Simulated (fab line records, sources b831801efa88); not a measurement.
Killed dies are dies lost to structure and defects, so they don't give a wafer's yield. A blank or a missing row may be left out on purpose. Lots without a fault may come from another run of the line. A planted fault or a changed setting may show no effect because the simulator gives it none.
A struck lot beside a sound one | flow sky130 | 16 steps out of a route of 708
Sound: wafers L660.4, L660.5, L660.6. Struck: wafers L670.1, L670.5. (L670.6 of the same lot was not struck and is left out.) The cause comes at the end.
At each step with rows: each side's tool, then ch and its chambers, then its first start. Under that, the readings that differ: sound wafers | struck wafers | difference of the means | sigmas: that difference in standard deviations of wafers without a fault.
alike: readings whose means differ by less than 2 such deviations, and words and numbers that are the same on both sides. not compared: withheld readings, readings that some wafer has no value for, bounds like >300 that may hide the same value, and numbers for which the record gives no deviation and whose values overlap.
The two part at a step that has a row with sigmas, a row that says differs or no value, or rows on one side only. Numbers that don't overlap but have no deviation are shown without sigmas and don't part them. A reading that every wafer of one side lacks parts them only if that side has two wafers or more.

first, 3 steps without rows for these wafers: SKY_METAL1_EXPOSE_12 (exposes mask MM1, target cd 140 nm); SKY_METAL1_PEB_13; SKY_METAL1_DEVELOP_14 (develop time 60 s).
SKY_METAL1_CD_MEAS_15: target cd 140 nm.
  sound on cd_sem-02, day 33 02:56; struck on cd_sem-02, day 36 19:37
  alike: cd_nm
SKY_METAL1_OVL_MEAS_16:
  sound on overlay-01, day 33 03:01; struck on overlay-02, day 36 19:44
  alike: METAL1_OVL
SKY_METAL1_DESCUM_17: chemistry O2, time 8 s.
  sound on rie_metal-04 ch 0,1, day 33 03:02; struck on rie_metal-02 ch 0,1, day 36 19:46
  alike: drypump_motor_current_A, oes_product_au
  not compared: rf_hours_counter_h
SKY_METAL1_ETCH_18: etches BARC in N2/H2, stops on SiO2, time 45.9 s, target depth 60 nm.
  sound on rie_metal-04 ch 0,1, day 33 03:05; struck on rie_metal-02 ch 0,1, day 36 19:48
  alike: drypump_motor_current_A, oes_product_au, throttle_valve_pct
  not compared: rf_hours_counter_h
SKY_METAL1_METAL_ETCH_19: etches the open film in Cl2/BCl3, stops on SiO2, target depth 360 nm, time 78 s.
  sound on rie_metal-04 ch 0,1, day 33 03:10; struck on rie_metal-02 ch 0,1, day 36 19:52
  alike: drypump_motor_current_A, oes_product_au, throttle_valve_pct
  not compared: rf_hours_counter_h
SKY_METAL1_STRIP_20: strips in O2/N2.
  sound on plasma_asher-03 ch 0,1, day 33 03:15; struck on plasma_asher-04 ch 0,1, day 36 19:57
  alike: drypump_motor_current_A, oes_product_au, strip_time_to_endpoint_s
  not compared: rf_hours_counter_h
then, 3 steps without rows for these wafers: SKY_METAL1_STRIP_21 (strips in post etch residue remover, time 1200 s); SKY_METAL1_CLEAN_22 (cleans in IPA, time 180 s); SKY_METAL1_CLEAN_23 (cleans in O3/DIW).
SKY_VIA1_HDPCVD_00: deposits SiO2, target thk 1030 nm, time 171.7 s.
  sound on hdpcvd-01 ch 0,1,2, day 33 03:52; struck on hdpcvd-02 ch 0, day 36 20:33
  reading                                  | sound             | struck      | difference | sigmas
  sih4_flow_sccm (sccm)                    | 60.13 60.04 60.14 | 30.10 30.11 | -30.00     | -99 or more
  model.SiO2_of_VIA1_HDPCVD_00.thk_nm (nm) | 1033 1043 1026    | 493.2 497.9 | -538.5     |
SKY_VIA1_THK_MEAS_01:
  sound on film_metro-01, day 33 03:57; struck on film_metro-02, day 36 20:40
  reading              | sound          | struck  | difference | sigmas
  VIA1_HDPCVD_THK (nm) | 1033 1043 1026 | 493 498 | -538       | -38
SKY_VIA1_CMP_02: polishes SiO2.
  sound on cmp-02 ch 1,2, day 33 04:02; struck on cmp-02 ch 1,2, day 36 20:46
  alike: motor_current_A
-- the record jumps here: 12 days lie between the struck wafers' starts before and after (it left off in module VIA1 and takes up again in module PAD_OPEN, whose first step shown is number 708 of the route) --
SKY_PAD_OPEN_PROBE_99:
  sound on prober-01, day 46 00:56; struck on prober-01, day 48 19:22
  reading                               | sound                | struck              | difference | sigmas
  model.etest.tester.sort_n_pass        | 408 405 406          | 236 238             | -169       |
  model.etest.tester.sort_yield_pct (%) | 82.93 82.32 82.52    | 47.97 48.37         | -34.42     |
  model.etest.tester.sort_bin_3_pct (%) | 1.016 1.22 0.6098    | 34.76 33.12         | +32.99     |
  model.etest.met2_comb.leak_log10_a_um | -11.69 -11.89 -12.17 | -6.887 -7.276       | +4.835     |
  model.etest.tester.sort_bin_8_pct (%) | 0 0 0                | 1.333e-07 9.212e-05 | +4.613e-05 |
  alike: defect_limited_yield, killed_at_M0_to_M3, killed_at_M4_up, killed_at_contacts, killed_at_front_end, killed_at_other, killed_dies, killed_open, killed_short

WHERE THEY PART
First at SKY_VIA1_HDPCVD_00; last, within this record, at SKY_VIA1_THK_MEAS_01. Later steps at which nothing parts them and some readings are alike: SKY_VIA1_CMP_02, SKY_PAD_OPEN_PROBE_99.

WHY: what the simulator had put in
Process parameter drift: hdpcvd-02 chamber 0, from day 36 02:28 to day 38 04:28, at SKY_VIA1_HDPCVD_00. Setting sih4_flow_sccm, moved by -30, from 60. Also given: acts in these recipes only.
